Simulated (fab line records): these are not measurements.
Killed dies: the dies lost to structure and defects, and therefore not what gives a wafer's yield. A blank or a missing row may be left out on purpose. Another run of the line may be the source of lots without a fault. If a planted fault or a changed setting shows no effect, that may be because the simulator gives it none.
A struck lot beside a sound one + flow sky130 + 14 steps out of a route of 708
Sound: these wafers, L682.2, L682.5, L682.6. Wafers struck: L685.1, L685.3, L685.6. The cause is named last.
Each step with rows lists, per side, the tool, then ch with its chambers, then its first start. Under that, the readings that differ: sound wafers + struck wafers + difference of the means + sigmas: that difference in standard deviations of wafers without a fault.
alike: a reading whose means differ by less than 2 such deviations, as well as words and numbers matching on both sides. not compared: withheld readings; readings where some wafer has no value; bounds like >300 that might hide an equal value; numbers whose values overlap and for which the record gives no deviation.
A row with sigmas, a row that says differs or no value, or rows on one side alone: a step with any of these is where the two part. Numbers that don't overlap but have no deviation are shown without sigmas and don't part them. Lack of a reading on every wafer of one side parts them only where that side has two or more wafers.

first, 8 steps without rows for these wafers: SKY_POLY_CUT_DEHYDRATE_00 (time 60 s); SKY_POLY_CUT_HMDS_01 (prime time 60 s); SKY_POLY_CUT_COAT_02 (resist thk 60 nm); SKY_POLY_CUT_COAT_03 (resist thk 450 nm); SKY_POLY_CUT_SOFTBAKE_04 (time 90 s); SKY_POLY_CUT_EXPOSE_05 (exposes mask NPCM, target cd 270 nm); SKY_POLY_CUT_PEB_06; SKY_POLY_CUT_DEVELOP_07 (develop time 60 s).
SKY_POLY_CUT_CD_MEAS_08: target cd 270 nm.
  sound on cdSem-01, day 26 18:40; struck on cdSem-02, day 28 06:10
  alike: cdNm
SKY_POLY_CUT_OVL_MEAS_09:
  sound on overlay-01, day 26 18:46; struck on overlay-02, day 28 06:17
  alike: POLY_CUT_OVL
SKY_POLY_CUT_ETCH_10: etches BARC in N2/H2, stops on SiO2, time 45.9 s, target depth 60 nm.
  sound on rieDiel-01 ch 2,3, day 26 18:48; struck on rieDiel-03 ch 0,3, day 28 06:19
  alike: drypumpMotorCurrentA, oesProductAu, throttleValvePct
  not compared: rfHoursCounterH
SKY_POLY_CUT_ETCH_11: etches Si3N4 in CF4/CH2F2/Ar, stops on poly-Si, time 42.5 s, target depth 60 nm.
  sound on rieDiel-01 ch 2,3, day 26 18:51; struck on rieDiel-03 ch 0,3, day 28 06:22
  alike: drypumpMotorCurrentA, oesProductAu, throttleValvePct
  not compared: rfHoursCounterH
SKY_POLY_CUT_STRIP_12: strips in O2/N2.
  sound on plasmaAsher-04 ch 0,1, day 26 18:53; struck on plasmaAsher-01 ch 0,1, day 28 06:25
  no value came back on the struck wafers for chamberPressureMTorr (mTorr), drypumpMotorCurrentA (A), oesProductAu (a.u.), stripTimeToEndpointS (s); on the sound wafers chamberPressureMTorr (mTorr) reads 1498.7 1501.7 1498.9
| reading                                        | sound | struck          | difference | sigmas |
|------------------------------------------------|-------|-----------------|------------|--------|
| model.KrF-thick_of_POLY_CUT_COAT_03.thkNm (nm) | 0 0 0 | 410 408.2 409.6 | +409       |        |
  not compared: rfHoursCounterH
-- record jumps: 20 days separate the struck wafers' starts on either side; left off in module POLY_CUT, taken up again in module PAD_OPEN, whose first shown step is the route's number 708 --
SKY_PAD_OPEN_PROBE_99:
  sound on prober-01, day 47 12:46; struck on prober-01, day 48 15:59
| reading          | sound    | struck      | difference | sigmas      |
|------------------|----------|-------------|------------|-------------|
| killedAtFrontEnd | 20 18 14 | 418 424 422 | +404       | +99 or more |
| killedDies       | 97 71 91 | 492 492 492 | +406       | +47         |
| killedOnRim      | 18 13 20 | 96 96 96    | +79        | +20         |
  alike: killed_at_M0_to_M3, killed_at_M4_up, killedAtContacts, killedAtOther, killedOpen, killedShort

== WHERE THEY PART ==
At SKY_POLY_CUT_STRIP_12 first; at SKY_PAD_OPEN_PROBE_99 last (within this record only).

WHY: what the simulator had put in
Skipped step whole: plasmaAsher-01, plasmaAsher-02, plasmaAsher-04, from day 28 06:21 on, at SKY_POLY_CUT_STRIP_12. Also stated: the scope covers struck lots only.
